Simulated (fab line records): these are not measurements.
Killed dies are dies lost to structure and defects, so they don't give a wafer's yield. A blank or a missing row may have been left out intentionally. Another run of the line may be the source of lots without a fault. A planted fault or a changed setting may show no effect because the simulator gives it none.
Chamber matching ; flow sfq-line ; cmp-02 running SFQ_TRILAYER_I4_CMP_CMP_100: 4 sister chambers
The step polishes SiO2. 8 wafers are shown with their chamber, then 7 later ones without.

## EACH WAFER AND ITS CHAMBER
wafer;chamber;motor-current-A (A);time-to-endpoint-s (s)
L886.5;0;9.1;219
L895.4;1;10.6;225
L896.1;1;11.3;214
L902.2;3;11.0;207
L902.3;2;11.5;206
L902.6;2;11.9;211
L906.1;0;8.4;211
L906.4;3;10.8;203

## WAFERS MISSING THEIR CHAMBER
wafer;motor-current-A (A);time-to-endpoint-s (s)
L906.5;11.2;203
L907.2;9.3;207
L907.3;10.9;205
L907.5;10.7;208
L908.2;11.8;199
L908.4;11.1;209
L908.6;9.0;214

## WHICH CHAMBER EACH ONE RAN IN
wafer;from the rows above;in truth
L906.5;can't be placed: 3 or 2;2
L907.2;0;0
L907.3;3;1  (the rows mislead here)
L907.5;can't be placed: 3 or 1 or 2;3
L908.2;can't be placed: 2 or 3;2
L908.4;can't be placed: 3 or 2 or 1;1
L908.6;0;0
Placed correctly: 2 of 7. Can't be placed from these rows: 4 (the true chamber is among the candidates in 4). 1 placed wrongly.
How it was worked out, from the rows above alone: a wafer's distance from a chamber is the root of the sum, over the readings, of the square of ((its reading less the chamber's mean) divided by the reading's scatter). The wafer belongs to the nearest chamber; if the next one is less than 2 further off, it can't be placed. Each chamber's mean is taken over the wafers shown for it. The scatter: the root of (the sum of the squares of (reading less its chamber's mean) over the shown wafers, divided by (wafers less chambers)).
